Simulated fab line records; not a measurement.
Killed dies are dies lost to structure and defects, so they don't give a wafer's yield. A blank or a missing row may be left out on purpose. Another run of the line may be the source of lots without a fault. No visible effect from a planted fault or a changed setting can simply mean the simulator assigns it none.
fab line records -- flow sky130 -- part 2 of 2: steps 30 to 42 of 42
record: lots: 5, wafers: 15, last_day: 50
route steps=708 shown POLY_GATE@222 LDD_N@237 LDD_P@255
lots that met no fault: taken from a fault-free run of the same line
start_h: start of the lot's first displayed wafer, in hours after the record's first day -- wait_h: time in hours since the lot's previous step -- " the same as in the row above -- L1.1+2: a single row standing in for several wafers -- - either no value or no given start -- * or withheld: withheld -- < > ~ a bound
route shown NAME@n: a module of which the file shows steps, and the number in the route of the first -- usual: the fault-free wafers' mean and standard deviation -- same: alike in all rows -- chamber/n: place in a boat -- sites: the reading at each site -- _std_site: the standard deviation of these -- _edge_site: the outer-site mean with the inner-site mean subtracted -- radius_mm: how far each site lies from the wafer's centre -- mask NAME#n: copy n -- behind: the tool/chamber that last shaped the wafer -- hold: cause of the lot's hold/its duration in hours/its outcome -- device: the transistor (n, p or np) that didn't switch -- end of line: the route-end tests of the same wafers -- step lacking rows: just its recipe -- killed: the dies lost at the first sort to structure and to defects; this is not the yield of the wafer -- map: per-die view of a wafer (x killed, . not killed, _ where there is no die)
set.NAME: the setting that was run; set.NAME@STEP: the one run at that earlier step -- model.NAME: the simulator's own value behind a step, which no gauge read
lots at selected steps of the route; one table per step, one row per wafer
services: a tool's chamber out of use, with start hour (start_h, from the record's first day; less than 0 if before it), hours out, and reason
== steps ==
step: SKY_LDD_N_IMPLANT_14
recipe: species: BF2, energy_kev: 50, dose_cm2: 5e+12, tilt_deg: 30, rotation_deg: 180
usual: beam_on_s: 10.01/0.21
same: implant_ion_amu: 49
lot.wafer,tool,chamber,start_h,wait_h,beam_on_s
L075.1,implanter-04,0,417.74,0.1,9.69
L075.2,implanter-04,0,417.74,0.1,10.27
L075.6,implanter-04,0,417.74,0.1,9.69
L076.3,implanter-02,0,428.85,0.1,10.29
L076.5,implanter-02,0,428.85,0.1,9.74
L076.6,implanter-02,0,428.85,0.1,10.17
L091.1,implanter-04,0,557.79,0.1,9.69
L091.3,implanter-04,0,557.79,0.1,10.20
L091.6,implanter-04,0,557.79,0.1,10.02
L093.1,implanter-01,0,569.30,0.1,10.05
L093.4,implanter-01,0,569.30,0.1,10.24
L093.6,implanter-01,0,569.30,0.1,9.92
L095.4,implanter-02,0,585.37,0.1,9.88
L095.5,implanter-02,0,585.37,0.1,10.33
L095.6,implanter-02,0,585.37,0.1,9.78
step: SKY_LDD_N_IMPLANT_15
recipe: species: BF2, energy_kev: 50, dose_cm2: 5e+12, tilt_deg: 30, rotation_deg: 270
usual: beam_on_s: 9.97/0.21
same: implant_ion_amu: 49
lot.wafer,tool,chamber,start_h,wait_h,beam_on_s
L075.1,implanter-04,0,417.89,0.1,9.86
L075.2,implanter-04,0,417.89,0.1,10.02
L075.6,implanter-04,0,417.89,0.1,9.91
L076.3,implanter-02,0,429.00,0.1,9.95
L076.5,implanter-02,0,429.00,0.1,9.72
L076.6,implanter-02,0,429.00,0.1,9.91
L091.1,implanter-04,0,557.94,0.1,10.01
L091.3,implanter-04,0,557.94,0.1,9.78
L091.6,implanter-04,0,557.94,0.1,9.97
L093.1,implanter-01,0,569.45,0.1,10.07
L093.4,implanter-01,0,569.45,0.1,9.65
L093.6,implanter-01,0,569.45,0.1,10.10
L095.4,implanter-02,0,585.52,0.1,10.26
L095.5,implanter-02,0,585.52,0.1,9.68
L095.6,implanter-02,0,585.52,0.1,9.86
step: SKY_LDD_N_STRIP_16
recipe: chemistry: O2/N2, power_w: 1400, pressure_mtorr: 1500, platen_temp_c: withheld, o2_flow_sccm: 3000, n2_flow_sccm: 300, overash_fraction: 0.5
usual: drypump_motor_current_A: 5.4/0.32, oes_product_au: 0.407/0.0042, strip_time_to_endpoint_s: 4.338/0.013
lot.wafer,tool,chamber,start_h,wait_h,drypump_motor_current_A,oes_product_au,rf_hours_counter_h,strip_time_to_endpoint_s
L075.1,plasma_asher-03,1,418.04,0.1,5.2,0.405,74,4.338
L075.2,plasma_asher-03,0,418.04,0.1,5.6,0.406,74,4.348
L075.6,plasma_asher-03,0,418.04,0.1,5.6,0.405,-,4.349
L076.3,plasma_asher-04,1,429.14,0.1,5.7,0.400,-,4.333
L076.5,plasma_asher-04,0,429.14,0.1,5.0,0.403,-,4.320
L076.6,plasma_asher-04,1,429.14,0.1,5.7,0.410,-,4.340
L091.1,plasma_asher-02,0,558.09,0.1,5.4,0.401,89,4.350
L091.3,plasma_asher-02,1,558.09,0.1,6.0,0.404,-,4.332
L091.6,plasma_asher-02,1,558.09,0.1,6.0,0.408,-,4.325
L093.1,plasma_asher-04,1,569.60,0.1,5.7,0.401,71,4.323
L093.4,plasma_asher-04,1,569.60,0.1,5.7,0.411,-,4.343
L093.6,plasma_asher-04,1,569.60,0.1,5.7,0.404,-,4.327
L095.4,plasma_asher-03,1,585.63,0.1,5.2,0.406,-,4.350
L095.5,plasma_asher-03,1,585.63,0.1,5.1,0.409,-,4.365
L095.6,plasma_asher-03,0,585.63,0.1,5.6,0.404,-,4.357
step: SKY_LDD_N_TW_MEAS_17
usual: LDD_N_TW: 2608/14
lot.wafer,tool,chamber,start_h,wait_h,LDD_N_TW
L075.1,film_metro-03,-,418.14,0.1,2623
L075.2,film_metro-03,-,418.14,0.1,2620
L075.6,film_metro-03,-,418.14,0.1,2625
L076.3,film_metro-03,-,429.22,0.1,2630
L076.5,film_metro-03,-,429.22,0.1,2619
L076.6,film_metro-03,-,429.22,0.1,2635
L091.1,film_metro-04,-,558.19,0.1,2615
L091.3,film_metro-04,-,558.19,0.1,2615
L091.6,film_metro-04,-,558.19,0.1,2589
L093.1,film_metro-01,-,569.70,0.1,2598
L093.4,film_metro-01,-,569.70,0.1,2607
L093.6,film_metro-01,-,569.70,0.1,2615
L095.4,film_metro-04,-,585.73,0.1,2605
L095.5,film_metro-04,-,585.73,0.1,2595
L095.6,film_metro-04,-,585.73,0.1,2597
step: SKY_LDD_P_DEHYDRATE_00
recipe: temp_c: 200, time_s: 60
lot.wafer,tool,chamber,start_h,wait_h
L075.1+2+6,litho_track-04,0,432.66,14.5
L076.3+5+6,litho_track-04,0,444.36,15.1
L091.1+3+6,litho_track-04,0,572.31,14.1
L093.1+4+6,litho_track-01,0,583.42,13.7
L095.4+5+6,litho_track-04,0,599.94,14.2
step: SKY_LDD_P_HMDS_01
recipe: prime_time_s: 60, prime_temp_c: 120
lot.wafer,tool,chamber,start_h,wait_h
L075.1+2+6,litho_track-04,0,432.81,0.1
L076.3+5+6,litho_track-04,0,444.51,0.1
L091.1+3+6,litho_track-04,0,572.46,0.1
L093.1+4+6,litho_track-01,0,583.57,0.1
L095.4+5+6,litho_track-04,0,600.09,0.1
step: SKY_LDD_P_COAT_02
recipe: resist: NOVOLAK, spin_rpm: 3000, resist_thk_nm: 1140
lot.wafer,tool,chamber,start_h,wait_h
L075.1+2+6,litho_track-04,0,432.96,0.1
L076.3+5+6,litho_track-04,0,444.66,0.1
L091.1+3+6,litho_track-04,0,572.61,0.1
L093.1+4+6,litho_track-01,0,583.72,0.1
L095.4+5+6,litho_track-04,0,600.24,0.1
step: SKY_LDD_P_SOFTBAKE_03
recipe: temp_c: 90, time_s: 60, resist: NOVOLAK
lot.wafer,tool,chamber,start_h,wait_h
L075.1+2+6,litho_track-04,0,433.11,0.1
L076.3+5+6,litho_track-04,0,444.81,0.1
L091.1+3+6,litho_track-04,0,572.76,0.1
L093.1+4+6,litho_track-01,0,583.87,0.1
L095.4+5+6,litho_track-04,0,600.39,0.1
step: SKY_LDD_P_EXPOSE_04
recipe: mask_id: PSDM, na: 0.6, source_shape: conventional, sigma_outer: 0.6, polarization: unpolarized, target_cd_nm: 380, dose_mj: 138
lot.wafer,tool,chamber,start_h,wait_h,mask
L075.1+2+6,iline_stepper-02,0,-,-,PSDM#0
L076.3+5+6,iline_stepper-01,0,-,-,PSDM#0
L091.1+3+6,iline_stepper-02,0,-,-,PSDM#0
L093.1+4+6,iline_stepper-01,0,-,-,PSDM#0
L095.4+5+6,iline_stepper-01,0,-,-,PSDM#0
step: SKY_LDD_P_PEB_05
recipe: temp_c: withheld, time_s: *, resist: NOVOLAK
lot.wafer,tool,chamber,start_h,wait_h
L075.1+2+6,litho_track-02,0,-,-
L076.3+5+6,litho_track-02,0,-,-
L091.1+3+6,litho_track-02,0,-,-
L093.1+4+6,litho_track-02,0,-,-
L095.4+5+6,litho_track-04,0,-,-
step: SKY_LDD_P_DEVELOP_06
recipe: resist: NOVOLAK, developer: TMAH, develop_time_s: 60, dev_temp_c: 23
lot.wafer,tool,chamber,start_h,wait_h
L075.1+2+6,litho_track-02,0,448.87,0.1
L076.3+5+6,litho_track-02,0,459.97,0.1
L091.1+3+6,litho_track-02,0,587.17,0.1
L093.1+4+6,litho_track-02,0,598.42,0.1
L095.4+5+6,litho_track-04,0,615.09,0.1
step: SKY_LDD_P_CD_MEAS_07
recipe: target_cd_nm: 380
usual: cd_nm: 380.4/2.9
lot.wafer,tool,chamber,start_h,wait_h,cd_nm
L075.1,cd_sem-02,-,449.02,0.1,375.8
L075.2,cd_sem-02,-,449.02,0.1,379.2
L075.6,cd_sem-02,-,449.02,0.1,375.3
L076.3,cd_sem-01,-,460.11,0.1,379.9
L076.5,cd_sem-01,-,460.11,0.1,380.7
L076.6,cd_sem-01,-,460.11,0.1,379.1
L091.1,cd_sem-02,-,587.32,0.1,378.5
L091.3,cd_sem-02,-,587.32,0.1,376.9
L091.6,cd_sem-02,-,587.32,0.1,379.1
L093.1,cd_sem-01,-,598.57,0.1,377.6
L093.4,cd_sem-01,-,598.57,0.1,380.0
L093.6,cd_sem-01,-,598.57,0.1,377.9
L095.4,cd_sem-02,-,615.22,0.1,381.4
L095.5,cd_sem-02,-,615.22,0.1,379.1
L095.6,cd_sem-02,-,615.22,0.1,381.1
step: SKY_LDD_P_OVL_MEAS_08
usual: LDD_P_OVL: -0.5/1.4
lot.wafer,tool,chamber,start_h,wait_h,LDD_P_OVL[nm]
L075.1,overlay-02,-,449.14,0.1,-1.0
L075.2,overlay-02,-,449.14,0.1,-0.7
L075.6,overlay-02,-,449.14,0.1,-1.3
L076.3,overlay-01,-,460.20,0.1,2.1
L076.5,overlay-01,-,460.20,0.1,0.7
L076.6,overlay-01,-,460.20,0.1,0.5
L091.1,overlay-02,-,587.44,0.1,-1.5
L091.3,overlay-02,-,587.44,0.1,0.1
L091.6,overlay-02,-,587.44,0.1,0.8
L093.1,overlay-02,-,598.69,0.1,0.3
L093.4,overlay-02,-,598.69,0.1,-0.2
L093.6,overlay-02,-,598.69,0.1,0.1
L095.4,overlay-02,-,615.30,0.1,-3.4
L095.5,overlay-02,-,615.30,0.1,-3.7
L095.6,overlay-02,-,615.30,0.1,-2.2
== services ==
tool,chamber,start_h,hours,kind
rie_diel-02,3,351.61,5.4,repair
rie_diel-02,-,377.63,2.8,pm
rie_diel-02,3,381.80,28.2,repair
implanter-01,-,391.51,6.7,repair
implanter-04,-,398.60,2.7,repair
iline_stepper-01,-,403.78,7.9,repair
implanter-04,-,408.61,0.6,repair
rie_diel-02,2,422.07,12.1,repair
implanter-02,-,434.28,6.0,repair
rie_diel-02,1,435.36,3.9,repair
iline_stepper-01,-,447.93,1.7,pm
implanter-04,-,475.84,3.1,pm
implanter-02,-,497.25,0.5,repair
rie_diel-02,-,505.47,14.6,pm
iline_stepper-01,-,517.08,2.1,pm
iline_stepper-01,-,525.66,8.9,pm
implanter-02,-,556.85,12.1,pm
implanter-01,-,570.87,5.2,repair
implanter-04,-,574.46,1.0,repair
implanter-02,-,577.02,1.0,repair
implanter-01,-,577.88,3.2,pm
implanter-02,-,579.37,2.8,repair
iline_stepper-01,-,584.56,4.4,pm
implanter-02,-,604.51,13.1,pm
